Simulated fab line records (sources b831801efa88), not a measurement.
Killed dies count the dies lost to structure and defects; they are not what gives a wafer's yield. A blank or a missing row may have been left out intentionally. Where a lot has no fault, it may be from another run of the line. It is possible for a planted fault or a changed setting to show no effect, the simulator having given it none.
2 desks looking at one fault -- flow gf180mcu -- each desk has only its own numbers; what lay behind them comes last

AT THE TOOL OWNER'S DESK: implanter-02
GF_HV_LDD_IMPLANT_34, tool's own readings: per-lot mean of the sampled wafers with a number, covering each lot this tool ran. A lot is out of limits, marked OUT, if its mean lies more than 4 standard deviations from the usual mean; the brackets give that distance.
Columns: A = beam-on-s at GF_HV_LDD_IMPLANT_34, usual 10.02 s; B = dose-ions-cm2 at GF_HV_LDD_IMPLANT_34, usual 7.501e+12; C = faraday-current-uA at GF_HV_LDD_IMPLANT_34, usual 42.2; D = rotation-deg at GF_HV_LDD_IMPLANT_34, usual 89.997 degrees
lot,first seen here,A,B,C,D
L520,day 12 07:17,10.01,7.505e+12,42.1,89.984
L523,day 13 06:21,10.01,7.501e+12,42.1,89.983
L524,day 13 12:22,10.01,7.494e+12,42.2,89.992
L530,day 15 14:50,10.24,1.557e+12 (-99 or more) OUT,8.6 (-41) OUT,90.015
L531,day 15 19:20,9.97,1.550e+12 (-99 or more) OUT,8.7 (-40) OUT,89.958
L537,day 18 06:43,9.90,7.504e+12,42.6,90.002
This desk's finding: out of limits on L530, L531; first on L530, day 15 14:50 (dose-ions-cm2 at GF_HV_LDD_IMPLANT_34). Within limits: L520, L523, L524, L537.

FROM THE METROLOGY DESK
What the gauges read for every lot (on any tool): the sampled wafers with a number, averaged. A lot is out of limits, marked OUT, if its mean lies more than 4 standard deviations from the usual mean; the brackets give that distance.
Columns: A = POLY_GATE_OXIDATION_THK at GF_POLY_GATE_THK_MEAS_17, usual 3.97 nm; B = HV_LDD_01_OVL at GF_HV_LDD_OVL_MEAS_20, usual -0.9 nm; C = HV_LDD_3_TW at GF_HV_LDD_TW_MEAS_38, usual 1447; D = HV_LDD_RS at GF_HV_LDD_RS_MEAS_53, usual 418.6 ohm/sq
lot,first seen here,A,B,C,D
L518,day 9 06:54,4.00,0.4,1449,420.0
L519,day 9 17:13,3.94,1.0,1435,418.7
L520,day 9 23:07,3.95,-2.2,1444,419.2
L523,day 10 20:11,3.88,-0.2,1438,418.6
L524,day 11 00:53,3.91,-2.0,1459,418.4
L528,day 12 09:01,3.94,-0.6,1471,418.2
L530,day 12 23:16,4.01,-1.6,1363 (-8.5) OUT,434.8 (+16) OUT
L531,day 13 02:40,3.97,-1.6,1360 (-8.8) OUT,435.8 (+17) OUT
L534,day 14 05:49,4.06,-0.2,1455,418.4
L535,day 14 15:16,3.91,0.3,1450,418.6
L537,day 15 08:51,4.03,-2.7,1439,419.9
L539,day 15 18:23,3.94,-1.9,1441,419.0
L540,day 16 00:03,4.01,-1.1,1444,417.2
This desk's result: L530, L531 out of limits, first on L530 (HV_LDD_3_TW at GF_HV_LDD_TW_MEAS_38), day 15 15:23. Within limits: L518, L519, L520, L523, L524, L528, L534, L535, L537, L539, L540.

TAKEN TOGETHER
The tool owner's desk had the chance to raise an alarm at day 15 14:50 on L530, L531.
L530, L531 would have let the metrology desk raise an alarm at day 15 15:23.
The lots listed all ran GF_HV_LDD_IMPLANT_34 on implanter-02.

WHAT THE SIMULATOR HAD INSERTED
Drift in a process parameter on implanter-02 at GF_HV_LDD_IMPLANT_34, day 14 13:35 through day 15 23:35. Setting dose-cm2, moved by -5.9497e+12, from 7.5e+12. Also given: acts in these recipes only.
Shown lots that were struck: L530, L531.
Counting hours from when the fault started, the first reading out of limits came at 25 for the tool owner's desk and at 26 for the metrology desk.
